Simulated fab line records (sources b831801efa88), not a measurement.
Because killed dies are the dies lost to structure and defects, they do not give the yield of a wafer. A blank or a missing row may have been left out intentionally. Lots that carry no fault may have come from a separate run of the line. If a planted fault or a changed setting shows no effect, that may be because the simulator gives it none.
Chamber matching | flow gf180mcu | GF_V2_CMP_26 on cmp-01: 4 sister chambers
The step polishes, stops on SiO2, t overpolish 15 s, target thk 0 nm. 22 wafers are shown with their chamber, then 11 later ones without.

## WAFERS PAIRED WITH THEIR CHAMBERS
wafer  | chamber | motorCurrentA (A) | timeToEndpointS (s) | overpolishRunS (s)
L074.2 | 2       | 11.7              | 84                  | 14.984
L074.5 | 0       | 9.9               | 82                  | 15.005
L074.6 | 1       | 9.5               | 84                  | 14.985
L077.1 | 1       | 9.1               | 78                  | 15.004
L077.2 | 0       | 10.0              | 86                  | 15.013
L077.3 | 3       | 9.7               | 86                  | 14.995
L079.1 | 3       | 9.6               | 89                  | 15.000
L079.2 | 0       | 10.0              | 93                  | 14.997
L079.3 | 1       | 9.7               | 88                  | 15.010
L081.2 | 0       | 9.8               | 85                  | 14.989
L081.3 | 3       | 9.7               | 88                  | 14.987
L081.4 | 1       | 9.6               | 82                  | 14.996
L084.1 | 0       | 9.8               | 86                  | 15.008
L084.2 | 1       | 9.6               | 82                  | 15.021
L084.3 | 3       | 9.1               | 86                  | 15.004
L086.1 | 3       | 9.5               | 84                  | 15.013
L086.4 | 1       | 9.5               | 82                  | 15.007
L086.5 | 2       | 11.5              | 86                  | 15.002
L087.3 | 2       | 11.9              | 82                  | 15.006
L087.4 | 3       | 9.8               | 83                  | 15.005
L087.6 | 1       | 9.9               | 80                  | 15.006
L090.1 | 1       | 9.2               | 85                  | 14.998

SIGNATURES, as means of the wafers listed above
reading         | chamber 0 | chamber 1 | chamber 2 | chamber 3 | scatter within a chamber
motorCurrentA   | 9.900     | 9.512     | 11.700    | 9.567     | 0.224
timeToEndpointS | 86.40     | 82.62     | 84.00     | 86.00     | 3.03
overpolishRunS  | 15.00240  | 15.00338  | 14.99733  | 15.00067  | 0.0101
Rule: a wafer's distance from a chamber is the root of the sum, over the readings, of the square of ((its reading less the chamber's mean) divided by the reading's scatter). If the next closest chamber is less than 2 further off than the closest, the wafer can't be placed; otherwise it belongs to the closest. How the scatter is found: for the shown wafers, subtract from each reading the mean of its chamber, square and add these, divide the total by (wafers less chambers), then take the root.

## WAFERS WITHOUT THEIR CHAMBER
wafer  | motorCurrentA (A) | timeToEndpointS (s) | overpolishRunS (s)
L090.3 | 12.3              | 84                  | 15.008
L090.4 | 10.1              | 82                  | 14.996
L094.1 | 12.5              | 81                  | 14.993
L094.3 | 9.6               | 78                  | 15.008
L094.4 | 10.1              | 86                  | 14.992
L095.1 | 9.9               | 85                  | 15.006
L095.3 | 12.1              | 84                  | 15.010
L095.5 | 11.9              | 81                  | 15.006
L097.3 | 10.3              | 89                  | 15.000
L097.5 | 10.1              | 89                  | 15.032
L097.6 | 9.7               | 93                  | 15.024

## WHICH CHAMBER EACH WENT THROUGH
wafer  | from the rows above          | in truth
L090.3 | 2                            | 2
L090.4 | can't be placed: 0 or 1 or 3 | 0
L094.1 | 2                            | 2
L094.3 | can't be placed: 1 or 3 or 0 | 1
L094.4 | can't be placed: 0 or 3 or 1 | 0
L095.1 | can't be placed: 0 or 3 or 1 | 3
L095.3 | 2                            | 2
L095.5 | 2                            | 2
L097.3 | can't be placed: 0 or 3      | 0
L097.5 | can't be placed: 0 or 3 or 1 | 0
L097.6 | can't be placed: 0 or 3 or 1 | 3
4 of 11 placed correctly. These rows do not allow placing 7 (true chamber among the candidates in 7). Placed wrongly: 0.
